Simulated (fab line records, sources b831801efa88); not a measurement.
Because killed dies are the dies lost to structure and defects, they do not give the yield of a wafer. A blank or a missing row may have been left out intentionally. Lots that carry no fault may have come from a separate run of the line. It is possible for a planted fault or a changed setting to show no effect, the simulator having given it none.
Problem report, 8D (eight disciplines) form, completed by code + flow sky130 + the parts of the form that need people (team, actions taken, sign-off) are left out

1. THE PROBLEM
Mean of rf-fwd-power-W at SKY_VIA2_ETCH_14: 572.4 W across 6 wafers in 2 lots; on wafers with no fault it is 494.2 W (standard deviation 2.6). Measured from the usual mean, that is +30 standard deviations.
The step: etches BARC in N2/H2, stops on SiO2, time 45.9 s, target depth 60 nm.
The first sign was on wafer L607.3 at day 39 01:10, on rie-diel-01. The record has a number at this step for 18 wafers belonging to 6 lots. Rule for "out" (also "out of limits"): further than 4 standard deviations from the usual mean. Any other wafer with a number is counted as sound.

2. WHAT IT IS, AND WHAT IT ISN'T
| question                    | is                     | is not                                                                   |
|-----------------------------|------------------------|--------------------------------------------------------------------------|
| which readings at this step | rf-fwd-power-W         | drypump-motor-current-A, oes-product-au, throttle-valve-pct              |
| which lots                  | L607, L608             | L604, L606, L616, L620                                                   |
| which wafers of those lots  | all that have a number | -                                                                        |
| read on which tools         | rie-diel-01            | rie-diel-03, rie-diel-04                                                 |
| when                        | from day 39 01:10      | up to then (6 sound wafers); but 6 sound wafers of L616, L620 came after |

3. THE SUSPECTS, EACH WITH WHAT RULES IT OUT
Counting: a tool stays on the suspect list if, at a process step up to the reading, it processed all lots that are out and no sound lot following the first of them.
- cmp-01 at SKY_VIA2_CMP_02 (polishes SiO2): kept. It ran every lot that is out, first L607 (day 37 23:40), and no sound lot after that; its last sound lot up to then is L604 (day 36 20:20).
- rie-diel-01 at SKY_VIA2_ETCH_14 (etches BARC in N2/H2, stops on SiO2, time 45.9 s, target depth 60 nm): ruled out as a lasting fault. Sound lots L620 ran on it after its first lot that is out, L607 (day 39 01:10).
Left after counting: cmp-01 at SKY_VIA2_CMP_02.

4. THE CAUSE (what the simulator had put in)
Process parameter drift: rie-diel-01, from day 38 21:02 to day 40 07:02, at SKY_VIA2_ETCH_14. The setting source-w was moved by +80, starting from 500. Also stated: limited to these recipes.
Counting ruled it out, wrongly.

5. SEQUENCE OF EFFECTS, ordered by route
Each row: a reading whose mean over the struck wafers that have a number lies more than 3 standard deviations from the usual. Readings are gone through only where the record gives a usual standard deviation; hours: the median, over the lots, of the time from a lot's start at the first step in this table giving one to that lot's start at this step; sigmas: the change measured in usual standard deviations.
| hours | step             | reading        | usual   | on struck wafers | change | sigmas |
|-------|------------------|----------------|---------|------------------|--------|--------|
| 0     | SKY_VIA2_ETCH_14 | rf-fwd-power-W | 494.2 W | 572.4            | +78.2  | +30    |
Here are the process steps it includes:
- SKY_VIA2_ETCH_14: etches BARC in N2/H2, stops on SiO2, time 45.9 s, target depth 60 nm.

6. HOW IT WOULD HAVE BEEN CAUGHT EARLIER
First out-of-limits reading in this record: day 39 01:10, which is 4 hours after fault onset at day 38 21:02.
